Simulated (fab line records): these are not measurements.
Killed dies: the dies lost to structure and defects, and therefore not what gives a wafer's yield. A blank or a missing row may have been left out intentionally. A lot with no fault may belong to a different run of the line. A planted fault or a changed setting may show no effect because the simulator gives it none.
Matching of chambers / flow gf180mcu / 4 sister chambers for GF_V3_CMP_04 on cmp-02
The step polishes SiO2. 4 wafers are shown with their chamber, then 6 later ones without.

WAFERS PAIRED WITH THEIR CHAMBERS
wafer=L391.2; chamber=1; time to endpoint s (s)=70
wafer=L396.3; chamber=3; time to endpoint s (s)=76
wafer=L396.4; chamber=0; time to endpoint s (s)=78
wafer=L396.5; chamber=2; time to endpoint s (s)=87

WAFERS WITH NO CHAMBER GIVEN
wafer=L398.2; time to endpoint s (s)=74
wafer=L398.4; time to endpoint s (s)=80
wafer=L398.6; time to endpoint s (s)=81
wafer=L399.2; time to endpoint s (s)=79
wafer=L399.3; time to endpoint s (s)=80
wafer=L399.6; time to endpoint s (s)=89

EACH ONE'S CHAMBER
wafer=L398.2; from the rows above=can't be placed: 3 or 0 or 1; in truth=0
wafer=L398.4; from the rows above=can't be placed: 0 or 3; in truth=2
wafer=L398.6; from the rows above=can't be placed: 0 or 3 or 2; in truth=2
wafer=L399.2; from the rows above=can't be placed: 0 or 3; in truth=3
wafer=L399.3; from the rows above=can't be placed: 0 or 3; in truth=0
wafer=L399.6; from the rows above=2; in truth=2
Placed correctly: 1 of 6. From these rows, 5 cannot be placed; in 4 the true chamber is one of the candidates. Wrongly placed: 0.
How it was worked out, from the rows above alone: a wafer's distance from a chamber is the root of the sum, over the readings, of the square of ((its reading less the chamber's mean) divided by the reading's scatter). If the next closest chamber is less than 2 further off than the closest, the wafer can't be placed; otherwise it belongs to the closest. Each chamber's mean is taken over the wafers shown for it. The scatter: with one shown wafer a chamber, the root of the mean of the squares of how far each hidden wafer lies from its nearest shown one.
